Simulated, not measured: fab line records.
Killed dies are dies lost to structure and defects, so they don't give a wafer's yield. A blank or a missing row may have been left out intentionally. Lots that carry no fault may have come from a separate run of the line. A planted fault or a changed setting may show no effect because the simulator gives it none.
Which tool is to blame? | flow sky130 | 24 lots, 72 wafers sampled, at 2 steps of a route of 708

== WHAT EACH GAUGE READ, for each wafer ==
SKY_CAPM_THK_MEAS_01.
lot  | measured     | on            | CAPM_CVD_00_THK (nm)
L074 | day 36 09:41 | film_metro-03 | 15.54 15.60 15.71
L075 | day 36 12:04 | film_metro-01 | 15.41 15.73 15.83
L076 | day 37 03:13 | film_metro-03 | 15.28 15.46 15.41
L077 | day 37 07:52 | film_metro-01 | 15.67 15.62 15.73
L078 | day 37 17:27 | film_metro-02 | 15.20 15.65 15.50
L079 | day 37 19:21 | film_metro-03 | 15.48 15.85 15.83
L080 | day 38 10:21 | film_metro-03 | 15.66 15.52 15.81
L081 | day 38 17:31 | film_metro-01 | 15.51 15.56 15.56
L082 | day 38 22:14 | film_metro-02 | 15.16 15.53 15.30
L083 | day 39 05:36 | film_metro-03 | 15.02 15.14 15.57
L084 | day 39 11:20 | film_metro-02 | 15.21 15.62 15.56
L085 | day 39 16:54 | film_metro-03 | 15.46 15.61 16.10
L086 | day 40 06:34 | film_metro-02 | 15.59 15.29 15.63
L087 | day 40 19:20 | film_metro-01 | 15.62 15.71 15.78
L089 | day 41 01:22 | film_metro-03 | 15.16 15.11 15.20
L088 | day 41 01:40 | film_metro-01 | 15.29 15.18 15.54
L090 | day 41 06:55 | film_metro-01 | 15.89 15.51 15.81
L091 | day 41 15:53 | film_metro-03 | 15.64 15.45 15.63
L092 | day 42 01:44 | film_metro-02 | 15.11 15.45 15.33
L093 | day 42 05:48 | film_metro-02 | 15.42 15.25 15.27
L094 | day 42 12:04 | film_metro-01 | 15.22 15.07 15.67
L095 | day 42 19:11 | film_metro-01 | 15.65 15.68 15.40
L096 | day 43 01:55 | film_metro-03 | 15.40 15.97 15.62
L097 | day 43 11:05 | film_metro-03 | 15.39 15.50 15.57

== TOOL THAT RAN EACH LOT (tool first, then ch and the chambers of the sampled wafers, then the start) ==
lot  | SKY_METAL3_SPUTTER_02
L074 | pvd_sputter-01, day 36 09:34
L075 | pvd_sputter-03, day 36 11:55
L076 | pvd_sputter-03, day 37 03:04
L077 | pvd_sputter-01, day 37 07:44
L078 | pvd_sputter-04, day 37 17:19
L079 | pvd_sputter-01, day 37 19:13
L080 | pvd_sputter-03, day 38 10:13
L081 | pvd_sputter-01, day 38 17:23
L082 | pvd_sputter-01, day 38 22:07
L083 | pvd_sputter-04, day 39 05:28
L084 | pvd_sputter-01, day 39 11:12
L085 | pvd_sputter-03, day 39 16:46
L086 | pvd_sputter-04, day 40 06:25
L087 | pvd_sputter-04, day 40 19:12
L089 | pvd_sputter-04, day 41 01:14
L088 | pvd_sputter-03, day 41 01:32
L090 | pvd_sputter-04, day 41 06:47
L091 | pvd_sputter-04, day 41 15:46
L092 | pvd_sputter-03, day 42 01:36
L093 | pvd_sputter-01, day 42 05:40
L094 | pvd_sputter-03, day 42 11:57
L095 | pvd_sputter-01, day 42 19:01
L096 | pvd_sputter-03, day 43 01:47
L097 | pvd_sputter-01, day 43 10:58
- SKY_METAL3_SPUTTER_02: material AlCu, target thk 735 nm, time 39.1 s.

== WHAT THE TOOLS THEMSELVES READ (means of the sampled wafers that have a number; where no wafer has one, the mark that the record gives instead) ==
SKY_METAL3_SPUTTER_02.
lot  | tool           | throttle_valve_pct (%)
L074 | pvd_sputter-01 | 29.0
L075 | pvd_sputter-03 | 29.5
L076 | pvd_sputter-03 | 29.3
L077 | pvd_sputter-01 | 29.6
L078 | pvd_sputter-04 | 30.3
L079 | pvd_sputter-01 | 29.9
L080 | pvd_sputter-03 | 29.7
L081 | pvd_sputter-01 | 30.8
L082 | pvd_sputter-01 | 28.8
L083 | pvd_sputter-04 | 30.9
L084 | pvd_sputter-01 | 29.3
L085 | pvd_sputter-03 | 29.4
L086 | pvd_sputter-04 | 31.0
L087 | pvd_sputter-04 | 30.3
L089 | pvd_sputter-04 | 30.0
L088 | pvd_sputter-03 | 29.4
L090 | pvd_sputter-04 | 30.0
L091 | pvd_sputter-04 | 31.0
L092 | pvd_sputter-03 | 30.0
L093 | pvd_sputter-01 | 31.0
L094 | pvd_sputter-03 | 29.8
L095 | pvd_sputter-01 | 30.8
L096 | pvd_sputter-03 | 29.6
L097 | pvd_sputter-01 | 29.8

== THE ANSWER, worked out from the rows above alone ==
Rule: usual is defined by the lots themselves. Put in order of their means at a reading, lots are off if they are a third of the lots or fewer, leave a main group of 4 or more, and stand apart from it by a gap of 3 or more times the standard deviation of the main group's means; of several such gaps the widest counts. A main group is skipped when, at the precision printed for the reading in the tables above, its means are all equal. A lot without any number at a reading at which 4 lots or more have one is off too. Any other lot the step has rows for is counted as sound. First the gauges in route order, then the tools' own readings, where a lot's mean is used as printed above. At the first step where some lot is off, the reading lying furthest off is the one used; lots without a number count as furthest.
Across all readings shown, no lot is off: no conclusion can be drawn from this.

== WHAT THE SIMULATOR HAD PUT IN ==
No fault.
